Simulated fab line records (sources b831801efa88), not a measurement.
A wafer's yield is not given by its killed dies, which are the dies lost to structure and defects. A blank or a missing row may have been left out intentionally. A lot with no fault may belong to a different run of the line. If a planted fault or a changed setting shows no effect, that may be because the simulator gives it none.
The tool behind it: which one? | flow gf180mcu | Sampling: 11 lots, 33 wafers, 4 of 602 route steps

== WHAT THE GAUGES SHOWED, per wafer ==
GF_NSD_OVL_MEAS_08. Usual: NSD_OVL -0.2 nm, standard deviation 1.4.
lot  | measured     | on         | NSD_OVL (nm)   | flag
L861 | day 14 14:07 | overlay-02 | 0.7 -0.6 0.9   | 
L862 | day 14 20:47 | overlay-02 | 0.2 -0.8 -0.3  | 
L863 | day 15 06:50 | overlay-02 | 2.4 2.2 1.8    | 
L864 | day 15 16:40 | overlay-01 | 1.0 0.0 -0.5   | 
L866 | day 16 09:24 | overlay-01 | 0.3 0.1 -0.3   | 
L867 | day 16 23:14 | overlay-01 | -0.3 -1.3 -1.2 | 
L870 | day 17 19:10 | overlay-01 | -1.2 -1.6 -1.6 | 
L876 | day 19 19:55 | overlay-02 | 2.7 2.6 3.6    | 
L878 | day 20 09:03 | overlay-02 | -0.7 1.6 -0.2  | 
L879 | day 20 17:53 | overlay-02 | 1.8 2.3 1.4    | 
L880 | day 21 04:39 | overlay-02 | 1.1 1.5 0.5    | 

GF_PSD_RS_MEAS_15: measurement is done with a four-point probe. Usual: PSD_RS 108.6 ohm/sq, standard deviation 0.33.
lot  | measured     | on           | PSD_RS (ohm/sq)   | flag
L861 | day 15 12:19 | filmMetro-02 | 108.8 108.7 108.7 | 
L862 | day 15 19:05 | filmMetro-02 | 108.6 108.8 108.5 | 
L863 | day 16 05:14 | filmMetro-02 | 109.1 108.7 108.7 | 
L864 | day 16 15:43 | filmMetro-01 | 108.4 108.3 108.1 | 
L866 | day 17 08:57 | filmMetro-03 | 110.7 110.6 110.6 | OFF
L867 | day 17 23:17 | filmMetro-02 | 110.7 111.0 111.1 | OFF
L870 | day 18 19:27 | filmMetro-03 | 111.2 111.1 111.5 | OFF
L876 | day 20 20:52 | filmMetro-01 | 107.8 108.0 108.0 | 
L878 | day 21 10:31 | filmMetro-02 | 108.9 108.8 108.7 | 
L879 | day 21 18:59 | filmMetro-01 | 108.4 108.5 108.4 | 
L880 | day 22 05:36 | filmMetro-02 | 109.0 108.6 108.6 | 

== TOOL THAT RAN EACH LOT (tool first, then ch and the chambers of the sampled wafers, then the start) ==
lot  | GF_PSD_IMPLANT_09               | GF_PSD_STRIP_10
L861 | implanter-01 ch 0, day 15 11:46 | plasmaAsher-04 ch 0,1, day 15 11:53
L862 | implanter-03 ch 0, day 15 18:32 | plasmaAsher-03 ch 0,1, day 15 18:41
L863 | implanter-03 ch 0, day 16 04:41 | plasmaAsher-03 ch 0,1, day 16 04:50
L864 | implanter-03 ch 0, day 16 15:08 | plasmaAsher-03 ch 1, day 16 15:17
L866 | implanter-03 ch 0, day 17 08:23 | plasmaAsher-01 ch 0,1, day 17 08:32
L867 | implanter-03 ch 0, day 17 22:44 | plasmaAsher-01 ch 0,1, day 17 22:51
L870 | implanter-03 ch 0, day 18 18:54 | plasmaAsher-03 ch 0,1, day 18 19:02
L876 | implanter-02 ch 0, day 20 20:18 | plasmaAsher-04 ch 0,1, day 20 20:26
L878 | implanter-03 ch 0, day 21 09:57 | plasmaAsher-03 ch 0,1, day 21 10:05
L879 | implanter-01 ch 0, day 21 18:26 | plasmaAsher-04 ch 0, day 21 18:35
L880 | implanter-02 ch 0, day 22 05:03 | plasmaAsher-03 ch 0,1, day 22 05:10
- GF_PSD_IMPLANT_09
- GF_PSD_STRIP_10: strips in O2/N2.

== AS READ BY THE TOOLS THEMSELVES (means over the sampled wafers that have a number; for cases with no such wafer, the mark the record gives instead) ==
GF_PSD_IMPLANT_09. Usual: doseIonsCm2 1.5e+15, standard deviation 1.8e+12; faradayCurrentUA 8251, standard deviation 170.
lot  | tool         | doseIonsCm2 | faradayCurrentUA | flag
L861 | implanter-01 | 1.5e+15     | 8341             | 
L862 | implanter-03 | 1.5e+15     | 8409             | 
L863 | implanter-03 | 1.5e+15     | 8060             | 
L864 | implanter-03 | 1.5e+15     | 8360             | 
L866 | implanter-03 | 1.4e+15     | 7883             | OFF
L867 | implanter-03 | 1.4e+15     | 7812             | OFF
L870 | implanter-03 | 1.4e+15     | 7606             | OFF
L876 | implanter-02 | 1.5e+15     | 8256             | 
L878 | implanter-03 | 1.5e+15     | 8336             | 
L879 | implanter-01 | 1.5e+15     | 8148             | 
L880 | implanter-02 | 1.5e+15     | 8182             | 

GF_PSD_STRIP_10. Usual: chamberPressureMTorr 1500.1 mTorr, standard deviation 1.3; drypumpMotorCurrentA 5.6 A, standard deviation 0.31; heaterPowerW 342 W, standard deviation 63; oesProductAu 0.592 a.u., standard deviation 0.0042; stripTimeToEndpointS 16.51 s, standard deviation 0.032.
lot  | tool           | chamberPressureMTorr (mTorr) | drypumpMotorCurrentA (A) | heaterPowerW (W) | oesProductAu (a.u.) | stripTimeToEndpointS (s) | flag
L861 | plasmaAsher-04 | 1498.9                       | 5.5                      | 309              | 0.586               | 16.53                    | 
L862 | plasmaAsher-03 | 1501.2                       | 5.6                      | 336              | 0.591               | 16.49                    | 
L863 | plasmaAsher-03 | 1500.5                       | 5.6                      | 331              | 0.589               | 16.50                    | 
L864 | plasmaAsher-03 | 1500.5                       | 5.9                      | 437              | 0.594               | 16.53                    | 
L866 | plasmaAsher-01 | 1499.7                       | 5.6                      | 379              | 0.595               | 16.34                    | OFF
L867 | plasmaAsher-01 | 1500.0                       | 5.6                      | 379              | 0.599               | 16.34                    | OFF
L870 | plasmaAsher-03 | 1501.5                       | 5.6                      | 339              | 0.596               | 16.29                    | OFF
L876 | plasmaAsher-04 | 1500.4                       | 5.5                      | 310              | 0.591               | 16.52                    | 
L878 | plasmaAsher-03 | 1501.2                       | 5.6                      | 332              | 0.593               | 16.54                    | 
L879 | plasmaAsher-04 | 1499.7                       | 5.2                      | 326              | 0.594               | 16.52                    | 
L880 | plasmaAsher-03 | 1499.9                       | 5.5                      | 333              | 0.589               | 16.50                    | 

== THE ANSWER, worked out from the rows above alone ==
Rule: lot off if the mean of its wafers having a number is beyond 3 standard deviations from the usual mean. A lot without any number at a reading at which 4 lots or more have one is off too. Any other lot the step has rows for is counted as sound. The gauges are gone through in route order, then the tools' own readings, and for those a lot's mean is taken as printed above. At the first step where some lot is off, the reading lying furthest off is the one used; lots without a number count as furthest.
Off: at GF_PSD_RS_MEAS_15 (PSD_RS), L866, L867, L870.
If a tool, at a process step before that reading, ran all the lots that are off and no sound lot after the first of them, it fits. The gauges at GF_PSD_RS_MEAS_15 aren't tried: what is off there is off at GF_PSD_IMPLANT_09 too, on other tools, and a gauge's error can't cause that. None of those tried fits.

== WHAT THE SIMULATOR HAD PUT IN ==
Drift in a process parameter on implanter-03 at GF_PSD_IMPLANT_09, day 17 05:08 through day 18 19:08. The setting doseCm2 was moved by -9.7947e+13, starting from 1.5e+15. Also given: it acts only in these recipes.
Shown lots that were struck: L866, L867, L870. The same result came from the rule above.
